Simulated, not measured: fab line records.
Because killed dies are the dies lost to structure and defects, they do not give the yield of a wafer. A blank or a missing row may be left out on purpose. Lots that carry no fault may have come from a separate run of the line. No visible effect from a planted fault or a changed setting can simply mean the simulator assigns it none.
A lot that was struck, set against a sound lot    flow gf180mcu    14 steps out of a route of 602
Sound: these wafers, L357.1, L357.3, L357.5. Wafers struck: L348.1, L348.2, L348.3. The cause is named last.
Per side, at each step with rows, come the tool, then ch with its chambers, and then its first start. Under that, the readings that differ: sound wafers    struck wafers    difference of the means    sigmas: that difference in standard deviations of wafers without a fault.
alike: same words and numbers on both sides, and readings whose means sit less than 2 such deviations apart. not compared: any withheld reading, any reading some wafer has no value for, any bound like >300 that may hide the same value, and any number with overlapping values for which the record gives no deviation.
Wherever a step has rows on one side only, a row that says differs or no value, or a row with sigmas, the two part there. When numbers do not overlap yet have no deviation, they are printed without sigmas and do not part them. A reading missing from all wafers of one side parts the sides only when that side holds two or more wafers.

first, 1 step without rows for these wafers: GF_NWELL_DEVELOP_06 (develop time 60 s).
GF_NWELL_OVL_MEAS_07:
  sound on overlay-02, day 6 23:56; struck on overlay-01, day 4 22:29
reading         sound        struck          difference  sigmas
NWELL_OVL (nm)  0.8 2.0 2.0  -2.1 -2.6 -1.2  -3.6        -3
then, 2 steps without rows for these wafers: GF_NWELL_IMPLANT_08; GF_NWELL_IMPLANT_09.
GF_NWELL_STRIP_10: strips in O2/N2.
  sound on plasma asher-03 ch 0,1, day 7 00:16; struck on plasma asher-03 ch 0,1, day 4 22:56
  alike: drypump motor current A, heater power w, o2 flow sccm, oes product au, strip time to endpoint s
  not compared: rf hours counter h
GF_NWELL_TW_MEAS_11:
  sound on film metro-04, day 7 00:22; struck on film metro-03, day 4 23:02
  alike: NWELL_TW
then, 6 steps without rows for these wafers: GF_LVPWELL_DEHYDRATE_00 (time 60 s); GF_LVPWELL_HMDS_01 (prime time 60 s); GF_LVPWELL_COAT_02 (resist thk 3000 nm); GF_LVPWELL_SOFTBAKE_03; GF_LVPWELL_EXPOSE_04 (exposes mask LVPWELL, target cd 600 nm); GF_LVPWELL_PEB_05.
GF_LVPWELL_DEVELOP_06: develop time 60 s.
  sound on litho track-03 ch 0, day 7 15:00; struck on litho track-04, day 5 12:00
  no value came back on the struck wafers for chill plate temp C (C), develop time s (s); on the sound wafers chill plate temp C (C) reads 22.98 23.10 23.05
GF_LVPWELL_OVL_MEAS_07:
  sound on overlay-01, day 7 15:34; struck on overlay-01, day 5 12:50
reading           sound        struck  difference                     sigmas
LVPWELL_OVL (nm)  2.6 1.3 1.5  - - -   no value on the struck wafers  

== WHERE THEY PART ==
Earliest at GF_NWELL_OVL_MEAS_07; latest, in this record, at GF_LVPWELL_OVL_MEAS_07.

WHY: the cause the simulator had injected
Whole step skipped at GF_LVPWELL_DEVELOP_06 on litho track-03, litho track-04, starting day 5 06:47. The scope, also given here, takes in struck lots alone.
